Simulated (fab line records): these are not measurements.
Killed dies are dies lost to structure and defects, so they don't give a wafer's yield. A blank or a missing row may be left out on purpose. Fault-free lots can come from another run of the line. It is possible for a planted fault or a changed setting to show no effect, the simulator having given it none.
Tool commonality check ; flow gf180mcu ; 14 lots, 48 wafers sampled

## WHAT PROMPTED THE OPENING
At GF_HV_LDD_TW_MEAS_50 the reading HV_LDD_4_TW is flagged on 2 of 14 lots. Wafers without a fault read 570, standard deviation 4.9.
Rule: a lot is flagged in two cases, either no wafer of it has a number, or all its wafers with numbers fall more than 4 standard deviations from that mean. All remaining lots are regarded as sound.

lot;measured;on;HV_LDD_4_TW, wafer by wafer;flag
L953;day 12 10:31;film_metro-04;566 569 569;
L954;day 12 21:35;film_metro-04;565 567 565;
L955;day 13 03:08;film_metro-03;567 569 568;
L956;day 13 13:42;film_metro-03;567 568 564;
L957;day 13 18:37;film_metro-03;564 560 564;
L958;day 14 01:43;film_metro-03;568 566 570;
L959;day 14 11:50;film_metro-03;572 569 569;
L960;day 15 02:39;film_metro-04;567 568 567;
L962;day 15 15:51;film_metro-04;566 564 567;
L964;day 16 06:10;film_metro-03;707 706 708 709 710 707;FLAGGED
L965;day 16 07:41;film_metro-01;582 582 581;
L967;day 17 04:30;film_metro-04;568 568 572;
L973;day 19 08:19;film_metro-01;723 722 723 724 720 722;FLAGGED
L976;day 20 07:47;film_metro-03;569 568 567;
Average over the flagged lots: 715; offset from the usual +145, equal to +30 standard deviations.

## EACH LOT AND THE TOOL IT RAN ON
The record holds 1 process step before the reading, out of a route of 602 steps. Cell contents, in order: the tool; ch with the chambers the sampled wafers went through; the start.
lot;flag;GF_HV_LDD_IMPLANT_48
L953;;implanter-01 ch 0, day 12 10:16
L954;;implanter-03 ch 0, day 12 21:20
L955;;implanter-03 ch 0, day 13 02:53
L956;;implanter-03 ch 0, day 13 13:28
L957;;implanter-03 ch 0, day 13 18:22
L958;;implanter-02 ch 0, day 14 01:28
L959;;implanter-03 ch 0, day 14 11:35
L960;;implanter-01 ch 0, day 15 02:25
L962;;implanter-01 ch 0, day 15 15:37
L964;FLAGGED;implanter-01 ch 0, day 16 05:32
L965;;implanter-02 ch 0, day 16 07:26
L967;;implanter-03 ch 0, day 17 04:16
L973;FLAGGED;implanter-01 ch 0, day 19 07:37
L976;;implanter-02 ch 0, day 20 07:32
What is done by these steps:
- GF_HV_LDD_IMPLANT_48
- GF_HV_LDD_TW_MEAS_50

## FLAGGED AGAINST TOTAL, ONE TOOL AT A TIME (gauges that did the reading follow at the end)
step;tool;lots run;flagged;share of the flagged lots;sound lots run after its first flagged lot
GF_HV_LDD_IMPLANT_48;implanter-01;5;2;all;0
GF_HV_LDD_IMPLANT_48;implanter-02;3;0;none;-
GF_HV_LDD_IMPLANT_48;implanter-03;6;0;none;-
GF_HV_LDD_TW_MEAS_50;film_metro-01;2;1;some;0
GF_HV_LDD_TW_MEAS_50;film_metro-03;7;1;some;1 (L976)
GF_HV_LDD_TW_MEAS_50;film_metro-04;5;0;none;-

## WHAT IS ALLOWED BY THE TABLE
1 row of the table ran every flagged lot: implanter-01 at GF_HV_LDD_IMPLANT_48.
- implanter-01 at GF_HV_LDD_IMPLANT_48: 2 of its 5 lots flagged. Its last sound lot is L962 (day 15 15:37), its first flagged lot L964 (day 16 05:32): a fault that began between those two fits.
Left over: one tool, implanter-01 at GF_HV_LDD_IMPLANT_48.

## WHAT HAD BEEN PUT IN BY THE SIMULATOR
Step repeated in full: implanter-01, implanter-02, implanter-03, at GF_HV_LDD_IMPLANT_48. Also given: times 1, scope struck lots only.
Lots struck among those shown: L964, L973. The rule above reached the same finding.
